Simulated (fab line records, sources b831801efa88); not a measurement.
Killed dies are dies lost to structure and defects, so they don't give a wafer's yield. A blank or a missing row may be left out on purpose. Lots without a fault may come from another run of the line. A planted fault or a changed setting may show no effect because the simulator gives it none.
fab line records | flow sfq_line | part 2 of 2: steps 29 to 40 of 40
record lots=5 wafers=15 last_day=93
route steps=325 shown I0@47 M1@58 I1@73
lots that met no fault: from a run of the same line without faults
start_h: hours from the record's first day to the start of the lot's first wafer shown | wait_h: hours since the lot's step before | " the same as in the row above | L1.1+2: a row that stands for several wafers | - no value, or no start given | * or withheld: withheld | < > ~ a bound
route shown NAME@n: a module of which the file shows steps, and the number in the route of the first | usual: mean/standard deviation of fault-free wafers | same: alike in all rows | chamber/n: place in a boat | sites: the reading at each site | _std_site: their standard deviation | _edge_site: outer sites' mean less inner sites' | radius_mm: how far each site lies from the wafer's centre | mask NAME#n: copy n | behind: the tool/chamber that last shaped the wafer | hold: why the lot was held/for how many hours/how that ended | device: the transistor (n, p or np) that didn't switch | end of line: the same wafers' tests at the end of the route | a step without rows: its recipe alone | killed: dies lost to structure and defects at the first sort, not the wafer's yield | map: a wafer's dies, x killed, . not, _ none there
set.NAME: the setting as run; set.NAME@STEP: as run at that earlier step | model.NAME: the simulator's own value behind a step, which no gauge read
lots at some steps of the route; a table a step, a row a wafer
services: from which hour (start_h, from the record's first day; less than 0 if before it) a tool's chamber was out of use, for how many hours, and why
## steps
# step SFQ_TRILAYER_I1_METRO_MEASURE_047
# usual thk_nm=199.9/1.2
# columns lot.wafer tool chamber start_h wait_h thk_nm
L078.1 film_metro-02 - 265.91 0.1 200.1
L078.2 " - " " 200.1
L078.4 " - " " 199.7
L080.2 film_metro-02 - 284.32 0.3 200.3
L080.3 " - " " 198.1
L080.4 " - " " 200.6
L082.1 film_metro-01 - 294.30 0.1 199.3
L082.3 " - " " 199.5
L082.4 " - " " 199.4
L089.1 film_metro-01 - 362.84 0.1 197.4
L089.3 " - " " 199.5
L089.5 " - " " 198.2
L090.2 film_metro-02 - 375.15 0.3 199.0
L090.3 " - " " 198.8
L090.4 " - " " 200.1
# step SFQ_TRILAYER_I1_VIA_LITHO_COAT_054
# recipe resist=BARC spin_rpm=3000 resist_thk_nm=62
# columns lot.wafer tool chamber start_h wait_h
L078.1+2+4 litho_track-04 0 267.11 1.0
L080.2+3+4 litho_track-04 0 285.37 0.8
L082.1+3+4 litho_track-03 0 295.50 1.0
L089.1+3+5 litho_track-04 0 364.04 1.0
L090.2+3+4 litho_track-01 0 376.20 0.8
# step SFQ_TRILAYER_I1_VIA_LITHO_COAT_049
# recipe resist=KrF spin_rpm=3000 resist_thk_nm=650
# columns lot.wafer tool chamber start_h wait_h
L078.1+2+4 litho_track-04 0 267.41 0.2
L080.2+3+4 litho_track-04 0 285.67 0.2
L082.1+3+4 litho_track-03 0 295.80 0.2
L089.1+3+5 litho_track-04 0 364.34 0.2
L090.2+3+4 litho_track-01 0 376.50 0.2
# step SFQ_TRILAYER_I1_VIA_LITHO_SOFTBAKE_053
# recipe temp_c=withheld time_s=withheld resist=KrF
# columns lot.wafer tool chamber start_h wait_h
L078.1+2+4 litho_track-04 0 267.71 0.2
L080.2+3+4 litho_track-04 0 285.94 0.2
L082.1+3+4 litho_track-03 0 296.10 0.2
L089.1+3+5 litho_track-04 0 364.64 0.2
L090.2+3+4 litho_track-01 0 376.78 0.2
# step SFQ_TRILAYER_I1_VIA_LITHO_EXPOSE_050
# recipe mask_id=I1 na=0.6 source_shape=conventional sigma_outer=0.65 target_cd_nm=500 dose_mj=21.3
# usual exposure_dose_mJ_cm2=21.302/0.024
# columns lot.wafer tool chamber start_h wait_h mask exposure_dose_mJ_cm2
L078.1 krf_scanner-02 0 350.66 - I1#0 21.321
L078.2 " 0 " " I1#0 21.307
L078.4 " 0 " " I1#0 21.306
L080.2 krf_scanner-02 0 373.66 - I1#0 21.288
L080.3 " 0 " " I1#0 21.299
L080.4 " 0 " " I1#0 21.319
L082.1 krf_scanner-02 0 383.06 - I1#0 21.335
L082.3 " 0 " " I1#0 21.310
L082.4 " 0 " " I1#0 21.337
L089.1 krf_scanner-02 0 465.16 - I1#0 21.301
L089.3 " 0 " " I1#0 21.293
L089.5 " 0 " " I1#0 21.283
L090.2 krf_scanner-02 0 478.91 - I1#0 21.286
L090.3 " 0 " " I1#0 21.290
L090.4 " 0 " " I1#0 21.305
# step SFQ_TRILAYER_I1_VIA_LITHO_PEB_052
# recipe peb_temp_c=115 peb_time_s=60 resist=KrF
# columns lot.wafer tool chamber start_h wait_h
L078.1+2+4 litho_track-01 0 351.86 1.0
L080.2+3+4 litho_track-04 0 374.68 0.8
L082.1+3+4 litho_track-03 0 384.26 1.0
L089.1+3+5 litho_track-01 0 466.36 1.0
L090.2+3+4 litho_track-01 0 479.94 0.8
# step SFQ_TRILAYER_I1_VIA_LITHO_DEVELOP_051
# recipe time_s=60 resist=KrF
# columns lot.wafer tool chamber start_h wait_h
L078.1+2+4 litho_track-01 0 352.01 0.1
L080.2+3+4 litho_track-04 0 374.83 0.1
L082.1+3+4 litho_track-03 0 384.41 0.1
L089.1+3+5 litho_track-01 0 466.51 0.1
L090.2+3+4 litho_track-01 0 480.09 0.1
# step SFQ_I1_OVL_MEAS_913
# usual I1_OVL=1/6.1
# columns lot.wafer tool chamber start_h wait_h I1_OVL[nm]
L078.1 overlay-02 - 352.16 0.1 -1
L078.2 " - " " -5
L078.4 " - " " -2
L080.2 overlay-02 - 374.96 0.1 -3
L080.3 " - " " -2
L080.4 " - " " -5
L082.1 overlay-02 - 384.56 0.1 6
L082.3 " - " " 4
L082.4 " - " " 8
L089.1 overlay-02 - 466.66 0.1 6
L089.3 " - " " 1
L089.5 " - " " 5
L090.2 overlay-02 - 480.22 0.1 7
L090.3 " - " " 12
L090.4 " - " " 7
# step SFQ_TRILAYER_I1_VIA_BARC_OPEN_VIA_ETCH_071
# recipe mask_material=PR chemistry=O2 target_depth_nm=125 target=BARC source_w=500 bias_w=80 pressure_mtorr=30 time_s=41.7
# usual drypump_motor_current_A=5.6/0.39 oes_product_au=0.686/0.0046
# columns lot.wafer tool chamber start_h wait_h drypump_motor_current_A oes_product_au rf_hours_counter_h
L078.1 rie_diel-02 1 352.19 0.0 5.5 0.688 86
L078.2 " 3 " " 5.2 0.689 51
L078.4 " 0 " " 5.7 0.687 10
L080.2 rie_diel-04 1 374.99 0.0 5.1 0.678 20
L080.3 " 0 " " 5.0 0.681 76
L080.4 " 3 " " 5.6 0.694 1
L082.1 rie_diel-02 1 384.59 0.0 5.5 0.687 87
L082.3 " 0 " " 5.6 0.688 10
L082.4 " 2 " " 6.3 0.687 55
L089.1 rie_diel-02 3 466.70 0.0 5.2 0.686 54
L089.3 " 2 " " 6.3 0.683 56
L089.5 " 2 " " 6.3 0.690 -
L090.2 rie_diel-03 2 480.25 0.0 5.6 0.688 9
L090.3 " 1 " " 5.8 0.684 79
L090.4 " 0 " " 5.8 0.684 10
# step SFQ_TRILAYER_I1_VIA_ETCH_VIA_ETCH_052
# recipe target=SiO2 stop_on=Nb mask_material=PR taper_deg=20 chemistry=CHF3 target_depth_nm=260 source_w=500 bias_w=80 pressure_mtorr=30 time_s=withheld
# usual drypump_motor_current_A=5.6/0.39 oes_product_au=0.854/0.0053
# columns lot.wafer tool chamber start_h wait_h drypump_motor_current_A oes_product_au
L078.1 rie_diel-02 1 352.23 0.0 5.5 0.852
L078.2 " 3 " " 5.2 0.850
L078.4 " 0 " " 5.6 0.848
L080.2 rie_diel-04 1 375.03 0.0 5.2 0.863
L080.3 " 0 " " 5.0 0.861
L080.4 " 3 " " 5.6 0.862
L082.1 rie_diel-02 1 384.63 0.0 5.4 0.856
L082.3 " 0 " " 5.6 0.855
L082.4 " 2 " " 6.3 0.857
L089.1 rie_diel-02 3 466.74 0.0 5.2 0.839
L089.3 " 2 " " 6.3 0.849
L089.5 " 2 " " 6.3 0.861
L090.2 rie_diel-03 2 480.29 0.0 5.6 0.851
L090.3 " 1 " " 5.8 0.849
L090.4 " 0 " " 5.9 0.847
# step SFQ_TRILAYER_I1_VIA_STRIP_STRIP_053
# recipe gas=O2 power_w=200 platen_temp_c=40 overash_fraction=0.65 chemistry=O2 pressure_mtorr=50
# usual drypump_motor_current_A=6.1/0.42 oes_product_au=1.001/0.0071
# columns lot.wafer tool chamber start_h wait_h drypump_motor_current_A oes_product_au rf_hours_counter_h
L078.1 rie_metal-03 0 352.35 - 5.9 1.000 15
L078.2 " 1 " " 5.7 0.991 54
L078.4 " 0 " " 5.9 0.997 -
L080.2 rie_metal-04 1 375.15 - 6.5 0.988 191
L080.3 " 0 " " 5.6 0.999 -
L080.4 " 1 " " 6.5 0.994 -
L082.1 rie_metal-04 0 384.75 - 5.6 1.002 57
L082.3 " 1 " " 6.6 0.982 -
L082.4 " 0 " " 5.6 0.992 -
L089.1 rie_metal-03 1 466.85 - 5.7 0.994 73
L089.3 " 1 " " 5.7 1.001 -
L089.5 " 0 " " 5.9 0.999 -
L090.2 rie_metal-04 1 480.40 - 6.6 0.996 14
L090.3 " 0 " " 5.6 1.012 -
L090.4 " 1 " " 6.6 1.004 -
# step SFQ_TRILAYER_I1_VIA_STRIP_SOLV_CLEAN_054
# recipe chemistry=NMP temp_c=70 time_s=600
# columns lot.wafer tool chamber start_h wait_h
L078.1+2+4 wet_bench-04 2,4,1 352.95 0.4
L080.2+3+4 wet_bench-03 3,1,2 375.75 0.4
L082.1+3+4 wet_bench-03 2,5,7 385.35 0.4
L089.1+3+5 wet_bench-04 2,3,5 467.45 0.4
L090.2+3+4 wet_bench-03 5,0,2 481.00 0.4
## services
# columns tool chamber start_h hours kind
krf_scanner-02 - 147.00 1.2 repair
rie_metal-01 - 149.82 0.7 repair
pvd_sputter-05 - 151.47 0.9 repair
krf_scanner-02 - 171.03 1.3 pm
krf_scanner-01 - 192.32 11.6 pm
rie_diel-02 0 200.11 16.2 repair
krf_scanner-01 - 203.87 1.0 pm
rie_metal-01 - 223.73 14.6 pm
rie_diel-02 3 267.10 4.9 repair
rie_diel-03 0 289.13 4.0 repair
krf_scanner-01 - 299.22 1.3 pm
krf_scanner-01 - 304.21 1.3 repair
rie_diel-03 1 316.97 3.3 repair
rie_diel-02 - 330.43 0.3 repair
rie_diel-02 0 333.78 4.0 repair
krf_scanner-01 - 348.72 4.4 pm
krf_scanner-01 - 369.90 1.0 pm
rie_metal-02 1 386.16 1.8 repair
rie_diel-03 0 405.38 1.8 repair
krf_scanner-01 - 409.13 2.1 repair
krf_scanner-01 - 460.91 0.2 repair
rie_diel-02 1 462.76 11.7 repair
krf_scanner-01 - 474.84 1.3 pm
wet_bench-01 - 475.39 1.4 repair
